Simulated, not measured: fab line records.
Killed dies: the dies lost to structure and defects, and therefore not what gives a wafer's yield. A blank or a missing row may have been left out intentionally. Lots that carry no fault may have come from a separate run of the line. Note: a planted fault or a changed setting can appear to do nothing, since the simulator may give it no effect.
Comparing a struck lot with a sound one ; flow sky130 ; 16 out of 708 route steps
Sound: wafers L992.4, L992.5, L992.6. Struck: wafers L989.1, L989.2, L989.3. The cause is named last.
At each step with rows: each side's tool, then ch and its chambers, then its first start. Under that, the readings that differ: sound wafers ; struck wafers ; difference of the means ; sigmas: that difference in standard deviations of wafers without a fault.
alike: readings with means less than 2 such deviations apart, plus words and numbers identical on both sides. not compared: withheld readings, readings lacking a value on some wafer, bounds such as >300 that could conceal the same value, and numbers that have no deviation in the record and whose values overlap.
Wherever a step has rows on one side only, a row that says differs or no value, or a row with sigmas, the two part there. Numbers that don't overlap but have no deviation are shown without sigmas and don't part them. Lack of a reading on every wafer of one side parts them only where that side has two or more wafers.

SKY_LDD_HVN_OVL_MEAS_07:
  sound on overlay-01, day 25 20:43; struck on overlay-01, day 24 18:50
  alike: LDD_HVN_OVL
after that, 1 step had no rows for these wafers: SKY_LDD_HVN_IMPLANT_08.
SKY_LDD_HVN_STRIP_09: strips in O2/N2.
  sound on plasma asher-04 ch 0,1, day 25 20:55; struck on plasma asher-02 ch 0,1, day 24 19:01
  alike: drypump motor current A, oes product au, strip time to endpoint s
  not compared: rf hours counter h
SKY_LDD_HVN_TW_MEAS_10:
  sound on film metro-04, day 25 21:00; struck on film metro-02, day 24 19:07
reading;sound;struck;difference;sigmas
LDD_HVN_TW;1457 1460 1456;1405 1409 1408;-50;-3
then, 7 steps without rows for these wafers: SKY_LDD_HVP_DEHYDRATE_00 (time 60 s); SKY_LDD_HVP_HMDS_01 (prime time 60 s); SKY_LDD_HVP_COAT_02 (resist thk 300 nm); SKY_LDD_HVP_SOFTBAKE_03 (time 60 s); SKY_LDD_HVP_EXPOSE_04 (exposes mask HVPTM, target cd 700 nm); SKY_LDD_HVP_PEB_05; SKY_LDD_HVP_DEVELOP_06 (develop time 60 s).
SKY_LDD_HVP_OVL_MEAS_07:
  sound on overlay-02, day 27 02:28; struck on overlay-02, day 26 00:07
  alike: LDD_HVP_OVL
SKY_LDD_HVP_IMPLANT_08:
  sound on implanter-03 ch 0, day 27 02:34; struck on implanter-02 ch 0, day 26 00:08
reading;sound;struck;difference;sigmas
dose ions cm2;1.6973e+13 1.699e+13 1.6976e+13;1.1402e+13 1.1396e+13 1.1387e+13;-5.5847e+12;-99 or more
faraday current uA;96.9 96.4 95.3;63.6 63.2 65.2;-32.2;-15
SKY_LDD_HVP_STRIP_09: strips in O2/N2.
  sound on plasma asher-01 ch 0,1, day 27 02:40; struck on plasma asher-01 ch 0,1, day 26 00:17
  alike: drypump motor current A, oes product au, strip time to endpoint s
  not compared: rf hours counter h
SKY_LDD_HVP_TW_MEAS_10:
  sound on film metro-01, day 27 02:46; struck on film metro-01, day 26 00:37
reading;sound;struck;difference;sigmas
LDD_HVP_TW;455.8 455.8 455.8;406.4 406.3 408.4;-48.8;-20
  not compared: hold
-- the record jumps here: 23 days lie between the struck wafers' starts before and after (it left off in module LDD_HVP and takes up again in module PAD_OPEN, whose first step shown is number 708 of the route) --
SKY_PAD_OPEN_PROBE_99:
  sound on prober-01, day 49 10:56; struck on prober-02, day 49 03:40
reading;sound;struck;difference;sigmas
model.etest.tip_p_5v.rs ohm sq;2840 2843 2859;3826 3814 3789;+962;
model.etest.pfet g5v0d10v5.r on ohm um;4619 4732 4718;4867 4892 4863;+184;
model.etest.pfet g5v0d10v5.drive ua um;351.1 346.2 343.3;330.9 334.2 335.8;-13.2;
model.etest.pfet g5v0d10v5.off log10 a um;-12.29 -12.76 -12.71;-12.93 -12.79 -12.78;-0.25;
  alike: killed_at_M0_to_M3, killed_at_M4_up, killed at contacts, killed at front end, killed at other, killed dies, killed open, killed short
  not compared: model.etest.tip_p_5v.rs ohm sq range, model.etest.pfet g5v0d10v5.vt sat v

== WHERE THEY PART ==
Earliest at SKY_LDD_HVN_TW_MEAS_10; latest, in this record, at SKY_LDD_HVP_TW_MEAS_10. Later steps at which nothing parts them and some readings are alike: SKY_PAD_OPEN_PROBE_99.

WHY: whatever the simulator had introduced
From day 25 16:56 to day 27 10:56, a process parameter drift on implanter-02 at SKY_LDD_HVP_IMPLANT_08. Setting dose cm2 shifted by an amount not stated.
